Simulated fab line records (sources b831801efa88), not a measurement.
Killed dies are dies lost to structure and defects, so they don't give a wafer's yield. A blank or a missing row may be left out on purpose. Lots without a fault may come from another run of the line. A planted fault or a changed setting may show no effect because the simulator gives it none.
Problem report in the 8D (eight disciplines) form, filled by code -- flow gf180mcu -- the parts of the form that need people (team, actions taken, sign-off) are left out

1. PROBLEM STATEMENT
Wafers without a fault read 1.003 a.u., standard deviation 0.013; oes-product-au at GF_SAB_ETCH_11 reads a mean of 0.860 a.u. on 4 wafers belonging to 3 lots. Relative to the usual mean, that is a shift of -11 standard deviations.
The step: etches SiO2 in C4F8/O2/Ar, target depth 55 nm, time 8.5 s.
Seen first at day 19 16:36 on rie-diel-02, wafer L840.4. The record has a number at this step for 43 wafers belonging to 15 lots. The rule behind "out" and "out of limits": a value lying over 4 standard deviations away from the usual mean. All remaining wafers that have a number are taken as sound.

2. WHAT IT IS, WHAT IT ISN'T
question,is,is not
which readings at this step,oes-product-au,-
which lots,"L840, L841, L843","L828, L830, L831, L832, L833, L834, L835, L837, L847, L848, L849, L851"
which wafers of those lots,"L840.4, L840.5, L841.5, L843.5","L840.2, L841.2, L843.6"
read on which tools,rie-diel-02,"rie-diel-03, rie-diel-04"
when,from day 19 16:36,"up to then (25 sound wafers); but 14 sound wafers of L841, L843, L847, L848, L849, L851 came after"

3. WHAT RULES OUT EACH SUSPECT
Counting: any tool at a process step up to the reading remains a suspect provided it ran every lot that is out. Sound lots after the first of them don't rule it out here, since some wafers of a struck lot are sound.
- rie-diel-02 at GF_SAB_ETCH_11 (etches SiO2 in C4F8/O2/Ar, target depth 55 nm, time 8.5 s): kept. It processed each lot that is out (first: L840, day 19 16:36); up to then, its last sound lot is L837 (day 18 23:53). Out on those wafers are its own readings of oes-product-au.
Left after counting: rie-diel-02 at GF_SAB_ETCH_11.

4. THE CAUSE (what the simulator had put in)
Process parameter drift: rie-diel-02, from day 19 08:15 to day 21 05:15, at GF_SAB_ETCH_11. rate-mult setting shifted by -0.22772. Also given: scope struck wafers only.
This tool alone remained once counting was done.

5. THE EFFECT CHAIN, in route order
Each row: a reading where the mean over the struck wafers with a number is more than 3 standard deviations away from the usual. Readings are gone through only where the record gives a usual standard deviation; hours: the median, over the lots, of the time from a lot's start at the first step in this table giving one to that lot's start at this step; sigmas: the change measured in usual standard deviations.
hours,step,reading,usual,on struck wafers,change,sigmas
0,GF_SAB_ETCH_11,oes-product-au,1.003 a.u.,0.860,-0.143,-11
Process steps it contains:
- GF_SAB_ETCH_11: etches SiO2 in C4F8/O2/Ar, target depth 55 nm, time 8.5 s.

6. HOW IT WOULD HAVE BEEN CAUGHT EARLIER
First out-of-limits reading in this record: day 19 16:36, which is 8 hours after fault onset at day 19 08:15.
